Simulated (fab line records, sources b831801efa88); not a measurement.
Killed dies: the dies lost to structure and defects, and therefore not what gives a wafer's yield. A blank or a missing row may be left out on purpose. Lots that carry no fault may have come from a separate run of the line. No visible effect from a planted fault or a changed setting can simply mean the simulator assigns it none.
Struck lot and sound lot, side by side :: flow sky130 :: 15 out of 708 route steps
Sound: wafers L575.1, L575.3, L575.6. Struck: wafers L592.2, L592.4, L592.5. At the end, the cause is stated.
At each step with rows: each side's tool, then ch and its chambers, then its first start. Under that, the readings that differ: sound wafers :: struck wafers :: difference of the means :: sigmas: that difference in standard deviations of wafers without a fault.
alike: same words and numbers on both sides, and readings whose means sit less than 2 such deviations apart. not compared: any withheld reading, any reading some wafer has no value for, any bound like >300 that may hide the same value, and any number with overlapping values for which the record gives no deviation.
The two part at a step that has a row with sigmas, a row that says differs or no value, or rows on one side only. Numbers that have no deviation but don't overlap get no sigmas and don't part them. Lack of a reading on every wafer of one side parts them only where that side has two or more wafers.

first, 1 step without rows for these wafers: SKY_VIA4_HDPCVD_00 (deposits SiO2, target thk 1750 nm, time 291.7 s).
SKY_VIA4_THK_MEAS_01:
  sound on film_metro-03 at day 41 22:23; struck on film_metro-01 at day 46 14:43
  alike: VIA4_HDPCVD_THK
SKY_VIA4_CMP_02: polishes SiO2.
  sound on cmp-01 ch 1,2,3, day 41 22:30; struck on cmp-02 ch 0,1, day 46 15:05
  alike: motor_current_A
SKY_VIA4_BOW_MEAS_03:
  sound on film_metro-03 at day 41 22:45; struck on film_metro-03 at day 46 15:25
  alike: VIA4_BOW
then, 7 steps without rows for these wafers: SKY_VIA4_DEHYDRATE_04 (time 60 s); SKY_VIA4_HMDS_05 (prime time 60 s); SKY_VIA4_COAT_06 (resist thk 1140 nm); SKY_VIA4_SOFTBAKE_07 (time 60 s); SKY_VIA4_EXPOSE_08 (exposes mask VIM4, target cd 800 nm); SKY_VIA4_PEB_09; SKY_VIA4_DEVELOP_10 (develop time 60 s).
SKY_VIA4_OVL_MEAS_11:
  sound on overlay-02 at day 42 21:31; struck on overlay-01 at day 47 11:10
reading: VIA4_OVL (nm)
sound: -2.0 -1.1 -0.9
struck: 3.3 1.6 1.7
difference: +3.5
sigmas: +3
SKY_VIA4_ETCH_12: etches SiO2 in C4F8/O2/Ar, stops on TiN, target depth 580 nm.
  sound on rie_diel-02 ch 1,2,3, day 42 21:32; struck on rie_diel-01 ch 0,1,2, day 47 11:12
reading: bias_w (W)
sound: 1200 1203 1201
struck: 1200 1191 1190
difference: -8
sigmas: -2

reading: rf_fwd_power_W (W)
sound: 1488 1486 1495
struck: 1253 1249 1250
difference: -239
sigmas: -47

reading: model.NOVOLAK_of_VIA4_COAT_06.thk_nm (nm)
sound: 1008 1004 1007
struck: 1018 1020 1020
difference: +13
sigmas: 
  alike: chamber_pressure_mTorr, oes_product_au
SKY_VIA4_STRIP_13: strips in O2/N2.
  sound on plasma_asher-02 ch 0,1, day 42 21:37; struck on plasma_asher-04 ch 1, day 47 11:16
reading: strip_time_to_endpoint_s (s)
sound: 12.77 12.79 12.80
struck: 12.88 12.90 12.90
difference: +0.11
sigmas: +3
  alike: chamber_pressure_mTorr, drypump_motor_current_A, n2_flow_sccm, oes_product_au
  not compared: rf_hours_counter_h
next, for these wafers, 1 step has no rows: SKY_PAD_OPEN_PROBE_99.

WHERE THEY PART
Last at SKY_VIA4_STRIP_13 as far as this record goes, first at SKY_VIA4_OVL_MEAS_11.

WHY: what the simulator had put in
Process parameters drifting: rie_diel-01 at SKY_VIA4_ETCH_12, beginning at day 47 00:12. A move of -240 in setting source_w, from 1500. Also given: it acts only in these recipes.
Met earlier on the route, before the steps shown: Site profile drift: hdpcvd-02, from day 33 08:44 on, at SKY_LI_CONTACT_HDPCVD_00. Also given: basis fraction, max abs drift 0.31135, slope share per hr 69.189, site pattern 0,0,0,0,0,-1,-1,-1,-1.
